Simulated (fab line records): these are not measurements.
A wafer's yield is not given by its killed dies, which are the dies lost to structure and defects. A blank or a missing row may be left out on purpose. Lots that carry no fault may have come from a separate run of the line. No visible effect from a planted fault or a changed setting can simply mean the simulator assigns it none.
fab line records	flow gf180mcu
record lots=5	wafers=23
route steps=602 shown MIM@511 V5@544 TOP_METAL@567 PASSIVATION@587
startH: hours from the record's first day to the start of the lot's first wafer shown	waitH: how many hours have passed since the lot's step before this one	" the same as in the row above	L1.1+2: a single row standing in for several wafers	- no value, or no start was given	* or withheld: withheld	< > ~ a bound
route shown NAME@n: NAME is a module with steps in the file, n the number in the route of the first one	usual: mean and standard deviation over wafers with no fault	same: alike in all rows	chamber/n: place in a boat	sites: each site's reading	_std_site: how widely they spread, as a standard deviation	_edge_site: outer sites' mean less inner sites'	radiusMm: for every site, how far away it sits from the centre of the wafer	mask NAME#n: copy n	behind: the most recent tool/chamber to have shaped the wafer	hold: why the lot went on hold/how many hours it stayed there/how the hold came to an end	device: whichever transistor did not switch (one of n, p or np)	end of line: the route-end tests of the same wafers	step lacking rows: just its recipe	killed: dies that structure and defects cost at the first sort, which is not the same as the wafer's yield	map: a wafer's dies, marking killed ones x, the rest . and places with no die _
set.NAME: the run value of the setting; set.NAME@STEP: its run value at that earlier step	model.NAME: the simulator's own value behind a step, which no gauge read
lots with deliberately changed settings; one table per step, one row per wafer
## steps
# step GF_MIM_SPUTTER_08
# recipe material=AlCu	targetThkNm=200	powerW=10600	timeS=10.6	chamberPressurePa=0.4
lot.wafer	tool	chamber	startH	waitH	set.timeS	model.AlCu_of_MIM_SPUTTER_08.thkNm
L075.1	pvdSputter-01	-	562.53	0.0	9.441	178
L075.2	"	-	"	"	10.6	198.4
L075.4	"	-	"	"	10.6	199.4
L075.5	"	-	"	"	9.441	176.7
L075.6	"	-	"	"	10.6	200.1
L082.1	pvdSputter-03	-	637.83	0.0	12.08	230.5
L082.2	"	-	"	"	10.6	200.1
L082.3	"	-	"	"	10.6	202.5
L082.4	"	-	"	"	12.08	227.2
L082.5	"	-	"	"	10.6	204.1
L083.2	pvdSputter-02	-	644.74	0.0	10.6	203.5
L083.3	"	-	"	"	10.6	204.2
L083.4	"	-	"	"	10.6	201.5
L084.1	pvdSputter-01	-	650.13	0.0	10.6	198.5
L084.2	"	-	"	"	11.75	220.3
L084.3	"	-	"	"	10.6	199.1
L084.4	"	-	"	"	11.75	220.1
L084.5	"	-	"	"	10.6	198.6
L085.1	pvdSputter-02	-	659.13	0.0	9.322	173.5
L085.2	"	-	"	"	10.6	202.5
L085.3	"	-	"	"	9.322	175.8
L085.4	"	-	"	"	10.6	199.8
L085.6	"	-	"	"	9.322	174.4
# step GF_MIM_SPUTTER_09
# recipe material=TiN	targetThkNm=35	powerW=6500	timeS=29.2	chamberPressurePa=0.4
# step GF_MIM_RS_MEAS_10
# recipe thkMeasGauge=four-point-probe	reads=TiN_of_MIM_SPUTTER_09+AlCu_of_MIM_SPUTTER_08+TiN_of_MIM_SPUTTER_07
# usual MIM_ALCU_RS=0.1605/0.0021
lot.wafer	tool	chamber	startH	waitH	set.timeS@MIM_SPUTTER_08	MIM_ALCU_RS[ohm/sq]
L075.1	filmMetro-01	-	562.58	0.0	9.441	0.1813
L075.2	"	-	"	"	10.6	0.1613
L075.4	"	-	"	"	10.6	0.1607
L075.5	"	-	"	"	9.441	0.1830
L075.6	"	-	"	"	10.6	0.1603
L082.1	filmMetro-01	-	637.89	0.0	12.08	0.1379
L082.2	"	-	"	"	10.6	0.1602
L082.3	"	-	"	"	10.6	0.1580
L082.4	"	-	"	"	12.08	0.1402
L082.5	"	-	"	"	10.6	0.1569
L083.2	filmMetro-01	-	644.81	0.0	10.6	0.1574
L083.3	"	-	"	"	10.6	0.1566
L083.4	"	-	"	"	10.6	0.1588
L084.1	filmMetro-01	-	650.19	0.0	10.6	0.1618
L084.2	"	-	"	"	11.75	0.1448
L084.3	"	-	"	"	10.6	0.1606
L084.4	"	-	"	"	11.75	0.1450
L084.5	"	-	"	"	10.6	0.1613
L085.1	filmMetro-04	-	659.19	0.0	9.322	0.1858
L085.2	"	-	"	"	10.6	0.1581
L085.3	"	-	"	"	9.322	0.1834
L085.4	"	-	"	"	10.6	0.1602
L085.6	"	-	"	"	9.322	0.1851
# step GF_MIM_THK_MEAS_11
# recipe thkMeasGauge=xrf	reads=AlCu_of_MIM_SPUTTER_08
# usual MIM_ALCU_THK=200.2/2.5
lot.wafer	tool	chamber	startH	waitH	set.timeS@MIM_SPUTTER_08	MIM_ALCU_THK[nm]
L075.1	filmMetro-01	-	562.70	0.1	9.441	176.7
L075.2	"	-	"	"	10.6	197.1
L075.4	"	-	"	"	10.6	198.2
L075.5	"	-	"	"	9.441	175.7
L075.6	"	-	"	"	10.6	198.0
L082.1	filmMetro-01	-	638.01	0.1	12.08	228.5
L082.2	"	-	"	"	10.6	200.0
L082.3	"	-	"	"	10.6	203.0
L082.4	"	-	"	"	12.08	226.6
L082.5	"	-	"	"	10.6	204.2
L083.2	filmMetro-01	-	644.92	0.1	10.6	202.9
L083.3	"	-	"	"	10.6	203.2
L083.4	"	-	"	"	10.6	201.0
L084.1	filmMetro-01	-	650.31	0.1	10.6	198.7
L084.2	"	-	"	"	11.75	220.1
L084.3	"	-	"	"	10.6	198.8
L084.4	"	-	"	"	11.75	218.4
L084.5	"	-	"	"	10.6	197.6
L085.1	filmMetro-04	-	659.31	0.1	9.322	175.2
L085.2	"	-	"	"	10.6	203.6
L085.3	"	-	"	"	9.322	177.4
L085.4	"	-	"	"	10.6	200.1
L085.6	"	-	"	"	9.322	175.5
# step GF_MIM_DEVELOP_18
# recipe developTimeS=60	devTempC=23
lot.wafer	tool	chamber	startH	waitH	set.devTempC
L075.1+4+5	lithoTrack-02	0	584.08	0.1	23
L075.2+6	"	0	"	"	21.25
L082.1+3+5	lithoTrack-03	0	657.31	0.1	23
L082.2+4	"	0	"	"	21.48
L083.2+3+4	lithoTrack-02	0	663.70	0.1	23
L084.1+3	lithoTrack-04	0	669.43	0.1	24.47
L084.2+4+5	"	0	"	"	23
L085.1+2+3+4+6	lithoTrack-04	0	678.63	0.1	23
# step GF_MIM_METAL_ETCH_19
# recipe chemistry=Cl2/BCl3	maskMaterial=NOVOLAK	stopOn=Si3N4	targetDepthNm=324.5	pressureMtorr=8	icpW=800	biasW=140	Cl2_flow_sccm=80	bcl3FlowSccm=40	timeS=54.1
# usual oesProductAu=0.941/0.0057
lot.wafer	tool	chamber	startH	waitH	set.timeS@MIM_SPUTTER_08	oesProductAu
L075.1	rieMetal-03	0	584.23	0.1	9.441	0.899
L075.2	"	1	"	"	10.6	0.934
L075.4	"	1	"	"	10.6	0.941
L075.5	"	0	"	"	9.441	0.898
L075.6	"	1	"	"	10.6	0.940
L082.1	rieMetal-04	1	657.46	0.1	12.08	1.002
L082.2	"	0	"	"	10.6	0.940
L082.3	"	1	"	"	10.6	0.949
L082.4	"	0	"	"	12.08	0.994
L082.5	"	0	"	"	10.6	0.949
L083.2	rieMetal-04	0	663.83	0.1	10.6	0.946
L083.3	"	1	"	"	10.6	0.952
L083.4	"	0	"	"	10.6	0.941
L084.1	rieMetal-03	0	669.58	0.1	10.6	0.941
L084.2	"	1	"	"	11.75	0.978
L084.3	"	0	"	"	10.6	0.943
L084.4	"	1	"	"	11.75	0.979
L084.5	"	1	"	"	10.6	0.944
L085.1	rieMetal-04	1	678.78	0.1	9.322	0.896
L085.2	"	0	"	"	10.6	0.937
L085.3	"	0	"	"	9.322	0.894
L085.4	"	1	"	"	10.6	0.942
L085.6	"	1	"	"	9.322	0.895
# step GF_V5_CMP_04
# recipe material=SiO2	downForcePsi=4	platenRpm=60	padVelocityMS=0.94248
lot.wafer	tool	chamber	startH	waitH	set.leaveAboveRefNm	model.SiO2_of_V5_CVD_02.thkNm
L075.2	cmp-02	2	606.41	0.0	855	854
L075.4	"	0	"	"	810.5	810.6
L075.1	"	1	"	"	855	856
L075.6	"	2	"	"	855	855.1
L075.5	"	3	"	"	810.5	809.7
L082.3	cmp-02	1	677.91	0.0	855	855.9
L082.1	"	2	"	"	855	853.4
L082.2	"	3	"	"	855	854.3
L082.4	"	0	"	"	855	855.2
L082.5	"	1	"	"	855	854.8
L083.2	cmp-01	1	684.53	0.1	855	854.1
L083.3+4	"	2,3	"	"	855	855.4
L084.3	cmp-02	2	691.68	0.2	855	853.4
L084.2	"	3	"	"	855	852.5
L084.4+5	"	0,3	"	"	899.8	898.6
L084.1	"	1	"	"	899.8	899.8
L085.4	cmp-02	1	697.48	0.0	855	855.4
L085.3	"	2	"	"	913.3	912
L085.1	"	3	"	"	913.3	912.2
L085.2	"	0	"	"	855	854.4
L085.6	"	2	"	"	855	854.1
# step GF_V5_ETCH_17
# recipe chemistry=C4F8/O2/Ar	maskMaterial=KrF	target=SiO2	stopOn=TiN	sourceW=1500	biasW=1200	pressureMtorr=40	c4f8FlowSccm=withheld	O2_flow_sccm=6	Ar_flow_sccm=300	timeS=withheld	targetDepthA=8550
# usual oesProductAu=0.859/0.0046
lot.wafer	tool	chamber	startH	waitH	set.biasW	set.leaveAboveRefNm@V5_CMP_04	oesProductAu
L075.1	rieDiel-02	1	-	-	1200	855	0.857
L075.2	"	0	"	"	1322	855	0.861
L075.4	"	3	"	"	1322	810.5	0.842
L075.5	"	2	"	"	1200	810.5	0.834
L075.6	"	3	"	"	1322	855	0.858
L082.1	rieDiel-02	2	-	-	1200	855	0.862
L082.2	"	3	"	"	1200	855	0.858
L082.3	"	0	"	"	1200	855	0.852
L082.4	"	1	"	"	1200	855	0.864
L082.5	"	0	"	"	1200	855	0.855
L083.2	rieDiel-01	1	-	-	1200	855	0.863
L083.3	"	2	"	"	1200	855	0.868
L083.4	"	3	"	"	1200	855	0.859
L084.1	rieDiel-02	1	-	-	1200	899.8	0.887
L084.2	"	0	"	"	1200	855	0.855
L084.3	"	2	"	"	1200	855	0.856
L084.4	"	3	"	"	1200	899.8	0.878
L084.5	"	1	"	"	1200	899.8	0.881
L085.1	rieDiel-01	0	-	-	1200	913.3	0.895
L085.2	"	1	"	"	1320	855	0.860
L085.3	"	3	"	"	1200	913.3	0.886
L085.4	"	2	"	"	1320	855	0.854
L085.6	"	2	"	"	1200	855	0.859
# step GF_TOP_METAL_SPUTTER_00
# recipe material=Ti	targetThkNm=37.5	arrivingIonEnergyEv=80	substrateTempC=200	chamberPressurePa=2	powerW=4000	timeS=150
lot.wafer	tool	chamber	startH	waitH	set.powerW	model.Ti_of_TOP_METAL_SPUTTER_00.thkNm
L075.1	pvdSputter-01	-	628.95	0.2	4000	37.73
L075.2+4	"	-	"	"	3631	33.75
L075.5	"	-	"	"	4000	36.93
L075.6	"	-	"	"	4000	36.73
L082.1	pvdSputter-04	-	696.96	0.1	4000	38.46
L082.2	"	-	"	"	4000	38.29
L082.3	"	-	"	"	4000	37.8
L082.4	"	-	"	"	4000	38.21
L082.5	"	-	"	"	4000	38.18
L083.2	pvdSputter-02	-	705.13	0.1	4000	37.61
L083.3	"	-	"	"	4000	36.98
L083.4	"	-	"	"	4000	37.16
L084.1	pvdSputter-01	-	711.65	0.2	4000	36.96
L084.2	"	-	"	"	4000	37.52
L084.3	"	-	"	"	4000	36.79
L084.4	"	-	"	"	4000	37.67
L084.5	"	-	"	"	4000	37.03
L085.1	pvdSputter-04	-	718.49	0.2	4000	37.65
L085.2	"	-	"	"	4000	37.95
L085.3	"	-	"	"	4254	40.65
L085.4	"	-	"	"	4254	40.26
L085.6	"	-	"	"	4254	40.49
# step GF_TOP_METAL_METAL_ETCH_16
# recipe chemistry=Cl2/BCl3	maskMaterial=NOVOLAK	targetDepthNm=1077.5	stopOn=SiO2	pressureMtorr=8	icpW=800	biasW=140	Cl2_flow_sccm=80	bcl3FlowSccm=40	timeS=179.6
lot.wafer	tool	chamber	startH	waitH	set.icpW	model.NOVOLAK_of_TOP_METAL_COAT_09.thkNm
L075.1	rieMetal-02	1	648.89	0.0	706.7	1101
L075.2+4	"	0	"	"	706.7	-
L075.5	"	0	"	"	800	1078
L075.6	"	1	"	"	800	1060
L082.1	rieMetal-01	0	715.86	0.0	854.9	1044
L082.2+4	"	0	"	"	800	1074
L082.3	"	0	"	"	854.9	1039
L082.5	"	0	"	"	800	1069
L083.2	rieMetal-02	1	724.24	0.0	800	1064
L083.3	"	1	"	"	800	1057
L083.4	"	0	"	"	800	1082
L084.1+5	rieMetal-01	0,1	729.66	0.0	800	1064
L084.2+4	"	1,0	"	"	800	1063
L084.3	"	1	"	"	800	1060
L085.1	rieMetal-03	0	736.61	0.0	800	1070
L085.2	"	1	"	"	740	1091
L085.3+6	"	0	"	"	740	-
L085.4	"	1	"	"	800	-
# step GF_TOP_METAL_STRIP_17
# recipe chemistry=O2/N2	powerW=1400	pressureMtorr=1500	platenTempC=250	o2FlowSccm=3000	n2FlowSccm=300	overashFraction=0.5
# usual stripTimeToEndpointS=13.42/0.1
lot.wafer	tool	chamber	startH	waitH	set.icpW@TOP_METAL_METAL_ETCH_16	stripTimeToEndpointS
L075.1	plasmaAsher-02	0	649.07	0.1	706.7	13.82
L075.2	"	1	"	"	706.7	14.09
L075.4	"	0	"	"	706.7	14.02
L075.5	"	1	"	"	800	13.55
L075.6	"	0	"	"	800	13.35
L082.1	plasmaAsher-01	0	716.21	0.3	854.9	13.17
L082.2	"	1	"	"	800	13.51
L082.3	"	1	"	"	854.9	13.13
L082.4	"	0	"	"	800	13.52
L082.5	"	0	"	"	800	13.43
L083.2	plasmaAsher-03	1	724.41	0.1	800	13.39
L083.3	"	0	"	"	800	13.31
L083.4	"	1	"	"	800	13.58
L084.1	plasmaAsher-02	0	729.84	0.1	800	13.37
L084.2	"	1	"	"	800	13.37
L084.3	"	0	"	"	800	13.33
L084.4	"	1	"	"	800	13.37
L084.5	"	0	"	"	800	13.40
L085.1	plasmaAsher-02	1	736.79	0.1	800	13.46
L085.2	"	0	"	"	740	13.68
L085.3	"	1	"	"	740	13.76
L085.4	"	0	"	"	800	13.37
L085.6	"	0	"	"	740	13.72
# step GF_PASSIVATION_CVD_00
# recipe material=SiO2	targetThkNm=1000	precursor=TEOS	tempC=400	timeS=111.95	rfW=600
lot.wafer	tool	chamber	startH	waitH	set.timeS	model.SiO2_of_PASSIVATION_CVD_00.thkNm
L075.1	pecvd-01	0	649.60	0.0	111.95	996.9
L075.2	"	1	"	"	111.95	991.7
L075.4	"	1	"	"	103.8	915.7
L075.5	"	2	"	"	103.8	925.4
L075.6	"	0	"	"	111.95	1002
L082.1	pecvd-03	0	716.75	0.0	111.95	988.4
L082.2	"	1	"	"	111.95	984.2
L082.3	"	2	"	"	111.95	980.5
L082.4	"	0	"	"	111.95	1011
L082.5	"	2	"	"	111.95	997.8
L083.2	pecvd-01	2	724.95	0.0	111.95	990.1
L083.3	"	0	"	"	111.95	983.6
L083.4	"	0	"	"	111.95	991.6
L084.1	pecvd-01	2	730.37	0.0	120.4	1073
L084.2	"	0	"	"	111.95	984.5
L084.3	"	1	"	"	120.4	1063
L084.4	"	2	"	"	120.4	1075
L084.5	"	0	"	"	111.95	1003
L085.1	pecvd-03	0	737.32	0.0	111.95	991.5
L085.2	"	2	"	"	111.95	988.9
L085.3	"	1	"	"	121.2	1073
L085.4	"	0	"	"	121.2	1102
L085.6	"	1	"	"	111.95	1019
# step GF_PASSIVATION_THK_MEAS_01
# recipe reads=SiO2_of_PASSIVATION_CVD_00
# usual PASSIVATION_CVD_00_THK=998/13
lot.wafer	tool	chamber	startH	waitH	set.timeS@PASSIVATION_CVD_00	PASSIVATION_CVD_00_THK[nm]
L075.1	filmMetro-02	-	649.68	0.0	111.95	997
L075.2	"	-	"	"	111.95	991
L075.4	"	-	"	"	103.8	915
L075.5	"	-	"	"	103.8	926
L075.6	"	-	"	"	111.95	1003
L082.1	filmMetro-02	-	716.83	0.0	111.95	990
L082.2	"	-	"	"	111.95	984
L082.3	"	-	"	"	111.95	981
L082.4	"	-	"	"	111.95	1011
L082.5	"	-	"	"	111.95	998
L083.2	filmMetro-02	-	725.04	0.0	111.95	990
L083.3	"	-	"	"	111.95	984
L083.4	"	-	"	"	111.95	992
L084.1	filmMetro-03	-	730.45	0.0	120.4	1072
L084.2	"	-	"	"	111.95	985
L084.3	"	-	"	"	120.4	1062
L084.4	"	-	"	"	120.4	1074
L084.5	"	-	"	"	111.95	1004
L085.1	filmMetro-04	-	737.40	0.0	111.95	991
L085.2	"	-	"	"	111.95	989
L085.3	"	-	"	"	121.2	1073
L085.4	"	-	"	"	121.2	1101
L085.6	"	-	"	"	111.95	1019
# step GF_PASSIVATION_CVD_02
# recipe material=Si3N4	targetThkNm=700	timeS=486.18	tempC=400	rfW=450
# step GF_PASSIVATION_PEB_09
# recipe tempC=115	timeS=withheld
# step GF_PASSIVATION_DEVELOP_10
# recipe developTimeS=60	devTempC=23
# step GF_PASSIVATION_ETCH_11
# recipe chemistry=CF4/O2	targetDepthNm=1800	stopOn=TiN	sourceW=800	biasW=150	pressureMtorr=150	cf4FlowSccm=80	O2_flow_sccm=10	timeS=400
lot.wafer	tool	chamber	startH	waitH	set.timeS@PASSIVATION_CVD_00	model.PASSIVATION.featureDepthNm
L075.1	rieDiel-03	1	669.28	-	111.95	1701
L075.2	"	0	"	"	111.95	1697
L075.4	"	3	"	"	103.8	1628
L075.5	"	2	"	"	103.8	1641
L075.6	"	1	"	"	111.95	1722
L082.1	rieDiel-04	0	734.98	-	111.95	1697
L082.2+3	"	1,3	"	"	111.95	1693
L082.4	"	2	"	"	111.95	1736
L082.5	"	1	"	"	111.95	1713
L083.2	rieDiel-02	2	742.10	-	111.95	1691
L083.3	"	1	"	"	111.95	1683
L083.4	"	3	"	"	111.95	1703
L084.1	rieDiel-04	2	748.23	-	120.4	1770
L084.2	"	3	"	"	111.95	1673
L084.3	"	0	"	"	120.4	1746
L084.4	"	1	"	"	120.4	1780
L084.5	"	0	"	"	111.95	1707
L085.1	rieDiel-04	1	754.38	-	111.95	1685
L085.2	"	2	"	"	111.95	1683
L085.3	"	3	"	"	121.2	1776
L085.4	"	0	"	"	121.2	1745
L085.6	"	1	"	"	111.95	1736
# step GF_PASSIVATION_STRIP_12
# recipe chemistry=O2/N2	powerW=1400	pressureMtorr=1500	platenTempC=250	o2FlowSccm=3000	n2FlowSccm=300	overashFraction=0.5
# usual oesProductAu=0.718/0.0041	stripTimeToEndpointS=34.61/0.24
lot.wafer	tool	chamber	startH	waitH	set.pressureMtorr	oesProductAu	stripTimeToEndpointS
L075.1	plasmaAsher-04	0	669.52	0.1	1368	0.706	35.64
L075.2	"	1	"	"	1368	0.698	36.07
L075.4	"	1	"	"	1368	0.709	35.82
L075.5	"	0	"	"	1368	0.703	35.74
L075.6	"	1	"	"	1368	0.699	35.71
L082.1	plasmaAsher-01	1	735.22	0.1	1642	0.731	34.37
L082.2	"	0	"	"	1642	0.730	33.49
L082.3	"	0	"	"	1642	0.732	33.49
L082.4	"	1	"	"	1642	0.731	33.86
L082.5	"	0	"	"	1642	0.724	33.65
L083.2	plasmaAsher-01	1	742.34	0.1	1500	0.711	34.63
L083.3	"	1	"	"	1500	0.721	34.70
L083.4	"	0	"	"	1500	0.725	34.27
L084.1	plasmaAsher-04	1	748.47	0.1	1617	0.727	33.73
L084.2	"	0	"	"	1617	0.722	33.92
L084.3	"	1	"	"	1617	0.724	34.39
L084.4	"	0	"	"	1617	0.735	33.69
L084.5	"	0	"	"	1617	0.723	34.57
L085.1	plasmaAsher-04	0	754.62	0.1	1581	0.727	33.89
L085.2	"	1	"	"	1581	0.729	33.91
L085.3	"	1	"	"	1581	0.721	34.02
L085.4	"	0	"	"	1581	0.722	34.70
L085.6	"	1	"	"	1581	0.723	33.88
## key
split step=GF_MIM_SPUTTER_08	setting=timeS	stated=10.6	by=wafer
response step=GF_MIM_SPUTTER_08	reading=model.AlCu_of_MIM_SPUTTER_08.thkNm	change=+2.02	per=1%	r=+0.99
response step=GF_MIM_RS_MEAS_10	reading=MIM_ALCU_RS	change=-0.00172	per=1%	r=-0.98
response step=GF_MIM_THK_MEAS_11	reading=MIM_ALCU_THK	change=+1.95	per=1%	r=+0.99
response step=GF_MIM_METAL_ETCH_19	reading=oesProductAu	change=+0.00361	per=1%	r=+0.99
split step=GF_MIM_DEVELOP_18	setting=devTempC	stated=23	by=wafer
response none clear
split step=GF_V5_CMP_04	setting=leaveAboveRefNm	stated=855	by=wafer
response step=GF_V5_CMP_04	reading=model.SiO2_of_V5_CVD_02.thkNm	change=+8.58	per=1%	r=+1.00
response step=GF_V5_ETCH_17	reading=oesProductAu	change=+0.00463	per=1%	r=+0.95
split step=GF_V5_ETCH_17	setting=biasW	stated=1200	by=wafer
response none clear
split step=GF_TOP_METAL_SPUTTER_00	setting=powerW	stated=4000	by=wafer
response step=GF_TOP_METAL_SPUTTER_00	reading=model.Ti_of_TOP_METAL_SPUTTER_00.thkNm	change=+0.384	per=1%	r=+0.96
split step=GF_TOP_METAL_METAL_ETCH_16	setting=icpW	stated=800	by=wafer
response step=GF_TOP_METAL_METAL_ETCH_16	reading=model.NOVOLAK_of_TOP_METAL_COAT_09.thkNm	change=-3.31	per=1%	r=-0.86
response step=GF_TOP_METAL_STRIP_17	reading=stripTimeToEndpointS	change=*	per=1%	r=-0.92
split step=GF_PASSIVATION_CVD_00	setting=timeS	stated=111.95	by=wafer
response step=GF_PASSIVATION_CVD_00	reading=model.SiO2_of_PASSIVATION_CVD_00.thkNm	change=+10.4	per=1%	r=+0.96
response step=GF_PASSIVATION_THK_MEAS_01	reading=PASSIVATION_CVD_00_THK	change=+10.4	per=1%	r=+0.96
response step=GF_PASSIVATION_ETCH_11	reading=model.PASSIVATION.featureDepthNm	change=+8.87	per=1%	r=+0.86
split step=GF_PASSIVATION_STRIP_12	setting=pressureMtorr	stated=1500	by=lot
response step=GF_PASSIVATION_STRIP_12	reading=oesProductAu	change=+0.00141	per=1%	r=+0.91
response step=GF_PASSIVATION_STRIP_12	reading=stripTimeToEndpointS	change=*	per=1%	r=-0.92
